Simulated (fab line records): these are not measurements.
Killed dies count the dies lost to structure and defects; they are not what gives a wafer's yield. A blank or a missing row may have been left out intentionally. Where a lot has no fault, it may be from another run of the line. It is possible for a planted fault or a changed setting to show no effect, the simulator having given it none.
Chamber matching :: flow sky130 :: rie-diel-02 running SKY_FIELD_ISO_ETCH_15: 3 sister chambers
The step etches the open film in CHF3/O2, stops on Si, target depth 180 nm, time 72 s. 14 wafers are shown with their chamber, then 6 later ones without.

== WAFERS PAIRED WITH THEIR CHAMBERS ==
wafer: L447.1
chamber: 1
drypump-motor-current-A (A): 5.8
oes-product-au (a.u.): 0.938
throttle-valve-pct (%): 8.836

wafer: L447.3
chamber: 2
drypump-motor-current-A (A): 6.4
oes-product-au (a.u.): 0.947
throttle-valve-pct (%): 8.847

wafer: L447.5
chamber: 3
drypump-motor-current-A (A): 6.0
oes-product-au (a.u.): 0.951
throttle-valve-pct (%): 8.853

wafer: L452.1
chamber: 2
drypump-motor-current-A (A): 6.4
oes-product-au (a.u.): 0.946
throttle-valve-pct (%): 8.851

wafer: L452.2
chamber: 3
drypump-motor-current-A (A): 6.0
oes-product-au (a.u.): 0.947
throttle-valve-pct (%): 8.842

wafer: L452.6
chamber: 3
drypump-motor-current-A (A): 6.0
oes-product-au (a.u.): 0.949
throttle-valve-pct (%): 8.829

wafer: L453.1
chamber: 1
drypump-motor-current-A (A): 5.8
oes-product-au (a.u.): 0.943
throttle-valve-pct (%): 8.850

wafer: L453.5
chamber: 2
drypump-motor-current-A (A): 6.4
oes-product-au (a.u.): 0.954
throttle-valve-pct (%): 8.846

wafer: L453.6
chamber: 3
drypump-motor-current-A (A): 6.0
oes-product-au (a.u.): 0.943
throttle-valve-pct (%): 8.847

wafer: L461.2
chamber: 1
drypump-motor-current-A (A): 5.8
oes-product-au (a.u.): 0.937
throttle-valve-pct (%): 8.838

wafer: L461.4
chamber: 2
drypump-motor-current-A (A): 6.4
oes-product-au (a.u.): 0.949
throttle-valve-pct (%): 8.848

wafer: L461.5
chamber: 3
drypump-motor-current-A (A): 5.9
oes-product-au (a.u.): 0.941
throttle-valve-pct (%): 8.832

wafer: L462.1
chamber: 2
drypump-motor-current-A (A): 6.4
oes-product-au (a.u.): 0.941
throttle-valve-pct (%): 8.844

wafer: L462.3
chamber: 3
drypump-motor-current-A (A): 6.0
oes-product-au (a.u.): 0.942
throttle-valve-pct (%): 8.838

SIGNATURES (means of the wafers above)
reading: drypump-motor-current-A
chamber 1: 5.800
chamber 2: 6.400
chamber 3: 5.983
scatter within a chamber: 0.0275

reading: oes-product-au
chamber 1: 0.93933
chamber 2: 0.94740
chamber 3: 0.94550
scatter within a chamber: 0.00419

reading: throttle-valve-pct
chamber 1: 8.84133
chamber 2: 8.84720
chamber 3: 8.84017
scatter within a chamber: 0.00709
Rule: distance of a wafer from a chamber = root of the sum over the readings of ((wafer's reading minus chamber's mean) / reading's scatter) squared. If the next closest chamber is less than 2 further off than the closest, the wafer can't be placed; otherwise it belongs to the closest. The scatter: take each reading less its chamber's mean, square it, sum over the shown wafers, divide by the number of wafers less the number of chambers, and take the root.

== WAFERS WITHOUT THEIR CHAMBER ==
wafer: L462.5
drypump-motor-current-A (A): 5.8
oes-product-au (a.u.): 0.953
throttle-valve-pct (%): 8.844

wafer: L469.2
drypump-motor-current-A (A): 6.0
oes-product-au (a.u.): 0.943
throttle-valve-pct (%): 8.851

wafer: L469.6
drypump-motor-current-A (A): 5.8
oes-product-au (a.u.): 0.939
throttle-valve-pct (%): 8.849

wafer: L470.1
drypump-motor-current-A (A): 5.8
oes-product-au (a.u.): 0.933
throttle-valve-pct (%): 8.828

wafer: L470.4
drypump-motor-current-A (A): 6.4
oes-product-au (a.u.): 0.943
throttle-valve-pct (%): 8.842

wafer: L470.5
drypump-motor-current-A (A): 6.4
oes-product-au (a.u.): 0.947
throttle-valve-pct (%): 8.841

== WHICH CHAMBER EACH WENT THROUGH ==
wafer: L462.5
from the rows above: 1
in truth: 1

wafer: L469.2
from the rows above: 3
in truth: 3

wafer: L469.6
from the rows above: 1
in truth: 1

wafer: L470.1
from the rows above: 1
in truth: 1

wafer: L470.4
from the rows above: 2
in truth: 2

wafer: L470.5
from the rows above: 2
in truth: 2
Correctly placed: 6 of 6. Number that these rows cannot place: 0. Wrongly placed: 0.
